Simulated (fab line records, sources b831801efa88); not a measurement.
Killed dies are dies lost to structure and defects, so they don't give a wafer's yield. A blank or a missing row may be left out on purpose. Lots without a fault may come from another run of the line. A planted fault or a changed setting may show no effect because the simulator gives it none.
Which tool did it? | flow gf180mcu | 13 lots, 39 wafers sampled, at 2 steps of a route of 602

WHAT THE GAUGES READ, wafer by wafer
GF_DNWELL_TW_MEAS_09.
lot  | measured    | on            | DNWELL_TW
L235 | day 3 05:34 | film_metro-03 | 1351 1354 1351
L236 | day 3 09:28 | film_metro-02 | 1328 1331 1323
L237 | day 3 19:21 | film_metro-02 | 1337 1330 1328
L239 | day 4 02:43 | film_metro-04 | 1356 1363 1354
L240 | day 4 06:27 | film_metro-03 | 1348 1350 1355
L242 | day 4 18:24 | film_metro-02 | 1330 1325 1326
L244 | day 5 04:11 | film_metro-04 | 1363 1356 1368
L247 | day 5 21:49 | film_metro-02 | 1331 1335 1327
L250 | day 6 13:50 | film_metro-04 | 1367 1371 1374
L251 | day 6 18:08 | film_metro-02 | 1334 1333 1335
L252 | day 7 00:25 | film_metro-04 | 1368 1361 1362
L253 | day 7 04:25 | film_metro-04 | 1360 1351 1350
L255 | day 7 15:08 | film_metro-03 | 1364 1360 1362

GF_LVPWELL_TW_MEAS_11.
lot  | measured    | on            | LVPWELL_TW
L235 | day 4 07:13 | film_metro-04 | 564 563 562
L236 | day 4 12:49 | film_metro-01 | 552 553 555
L237 | day 4 23:29 | film_metro-01 | 553 553 550
L239 | day 5 06:54 | film_metro-01 | 553 555 556
L240 | day 5 10:59 | film_metro-02 | 548 550 552
L242 | day 5 23:08 | film_metro-04 | 567 563 566
L244 | day 6 10:03 | film_metro-04 | 569 568 570
L247 | day 7 04:11 | film_metro-02 | 551 554 552
L250 | day 7 21:16 | film_metro-02 | 549 552 548
L251 | day 8 02:42 | film_metro-04 | 566 565 568
L252 | day 8 09:53 | film_metro-02 | 547 547 548
L253 | day 8 14:17 | film_metro-02 | 547 549 548
L255 | day 9 00:08 | film_metro-04 | 562 562 563

WHICH TOOL RAN EACH LOT (tool, then ch and the chambers of the sampled wafers, then the start)
The record holds no process step before these readings.

WHAT THE TOOLS THEMSELVES READ (means of the sampled wafers that have a number; where no wafer has one, the mark that the record gives instead)
The record holds no such reading with a usual standard deviation.

THE ANSWER, worked out from the rows above alone
Rule: what is usual is taken from the lots themselves. Put in order of their means at a reading, lots are off if they are a third of the lots or fewer, leave a main group of 4 or more, and stand apart from it by a gap of 3 or more times the standard deviation of the main group's means; of several such gaps the widest counts. A main group whose means are all the same, to the digits that the tables above print for the reading, isn't used. A lot without any number at a reading at which 4 lots or more have one is off too. The other lots that the step has rows for count as sound. The gauges are gone through in route order, then the tools' own readings, and for those a lot's mean is taken as printed above. The first step at which some lot is off is used, and at that step the reading that is off furthest; a lot without a number counts as furthest.
No lot is off at any reading shown: from this, nothing can be told.

WHAT THE SIMULATOR HAD PUT IN
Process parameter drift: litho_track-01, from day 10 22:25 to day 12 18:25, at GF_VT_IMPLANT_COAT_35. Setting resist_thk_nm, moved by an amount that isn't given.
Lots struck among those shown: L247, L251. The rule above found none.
